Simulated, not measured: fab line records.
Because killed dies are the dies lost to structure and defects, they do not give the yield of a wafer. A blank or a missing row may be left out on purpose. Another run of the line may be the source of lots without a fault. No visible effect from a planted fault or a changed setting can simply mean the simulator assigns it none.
A lot that was struck, set against a sound lot :: flow sky130 :: 18 steps out of a route of 708
Sound: wafers L266.1, L266.4, L266.6. Struck: wafers L270.2, L270.5, L270.6. The cause is named last.
For every step that has rows: the tool of each side, followed by ch and its chambers, followed by its first start. Under that, the readings that differ: sound wafers :: struck wafers :: difference of the means :: sigmas: that difference in standard deviations of wafers without a fault.
alike: words and numbers the same on both sides, and readings whose means are apart by under 2 such deviations; not compared: readings that were withheld, readings missing a value for some wafer, numbers with overlapping values and no deviation given by the record, and bounds like >300 which may hide the same value.
The two part at a step that has a row with sigmas, a row that says differs or no value, or rows on one side only. When numbers do not overlap yet have no deviation, they are printed without sigmas and do not part them. Lack of a reading on every wafer of one side parts them only where that side has two or more wafers.

first, 3 steps without rows for these wafers: SKY_SONOS_ONO_WET_ETCH_18 (etches Si3N4 in H3PO4, target depth 15 nm, time 172 s); SKY_GATE_OXIDE_CLEAN_00 (cleans in SC1/SC2, time 150 s); SKY_GATE_OXIDE_OXIDATION_01 (stabilise 600 s, purge 300 s, target thk 10.268 nm).
SKY_GATE_OXIDE_THK_MEAS_02:
  sound on filmMetro-02, day 15 18:00; struck on filmMetro-02, day 17 10:26
  alike: GATE_OXIDE_OXIDATION_00_THK
then, 7 steps without rows for these wafers: SKY_GATE_OXIDE_DEHYDRATE_03 (time 60 s); SKY_GATE_OXIDE_HMDS_04 (prime time 60 s); SKY_GATE_OXIDE_COAT_05 (resist thk 1140 nm); SKY_GATE_OXIDE_SOFTBAKE_06 (time 60 s); SKY_GATE_OXIDE_EXPOSE_07 (exposes mask LVOM, target cd 600 nm); SKY_GATE_OXIDE_PEB_08; SKY_GATE_OXIDE_DEVELOP_09 (develop time 60 s).
SKY_GATE_OXIDE_OVL_MEAS_10:
  sound on overlay-02, day 16 21:46; struck on overlay-02, day 18 15:17
  alike: GATE_OXIDE_OVL
SKY_GATE_OXIDE_IMPLANT_11:
  sound on implanter-01 ch 0, day 16 21:49; struck on implanter-01 ch 0, day 18 15:20
reading: beamEnergyKeV
sound: 9.9967 10.002 9.9967
struck: 9.0349 9.0315 9.0275
difference: -0.9672
sigmas: -99 or more

reading: model.implant.rpNm (nm)
sound: 32.73 32.73 32.73
struck: 30.97 30.97 30.97
difference: -1.76
sigmas: 

reading: model.implant.drpNm (nm)
sound: 17.11 17.11 17.11
struck: 15.94 15.94 15.94
difference: -1.17
sigmas: 
then, 1 step without rows for these wafers: SKY_GATE_OXIDE_WET_ETCH_12 (etches SiO2 in dHF, target depth 16.8 nm, time 336 s).
SKY_GATE_OXIDE_STRIP_13: strips in O2/N2.
  sound on plasmaAsher-04 ch 0,1, day 16 22:04; struck on plasmaAsher-04 ch 0,1, day 18 15:34
  alike: drypumpMotorCurrentA, oesProductAu, stripTimeToEndpointS
  not compared: rfHoursCounterH
SKY_GATE_OXIDE_TW_MEAS_14:
  sound on filmMetro-02, day 16 22:10; struck on filmMetro-02, day 18 15:40
reading: GATE_OXIDE_TW
sound: 221.9 222.1 221.7
struck: 217.2 217.9 217.0
difference: -4.5
sigmas: -3
then, 1 step without rows for these wafers: SKY_GATE_OXIDE_CLEAN_15 (cleans in SC1/SC2, time 150 s).
-- a jump in the record: the struck wafers' starts before and after are 30 days apart (it breaks off in module GATE_OXIDE and resumes in module PAD_OPEN, where the first step shown is number 708 of the route) --
SKY_PAD_OPEN_PROBE_99:
  sound on prober-01, day 47 23:59; struck on prober-01, day 49 01:47
reading: model.etest.pfet_01v8_lvt.vtSatV (V)
sound: -0.4592 -0.4625 -0.4602
struck: -0.4658 -0.4638 -0.4821
difference: -0.0099
sigmas: 
  alike: killed_at_M0_to_M3, killed_at_M4_up, killedAtContacts, killedAtFrontEnd, killedAtOther, killedDies, killedOpen, killedShort
  not compared: model.etest.pfet_01v8_lvt.offLog10AUm, model.etest.pfet_01v8_lvt.vtV, model.etest.pfet_01v8_lvt.vtLongV, model.etest.pfet_01v8.bodyRiseV

== WHERE THEY PART ==
Earliest at SKY_GATE_OXIDE_IMPLANT_11; latest, in this record, at SKY_GATE_OXIDE_TW_MEAS_14. Later steps at which nothing parts them and some readings are alike: SKY_PAD_OPEN_PROBE_99.

WHY: whatever the simulator had introduced
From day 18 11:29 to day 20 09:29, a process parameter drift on implanter-01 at SKY_GATE_OXIDE_IMPLANT_11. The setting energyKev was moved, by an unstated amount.
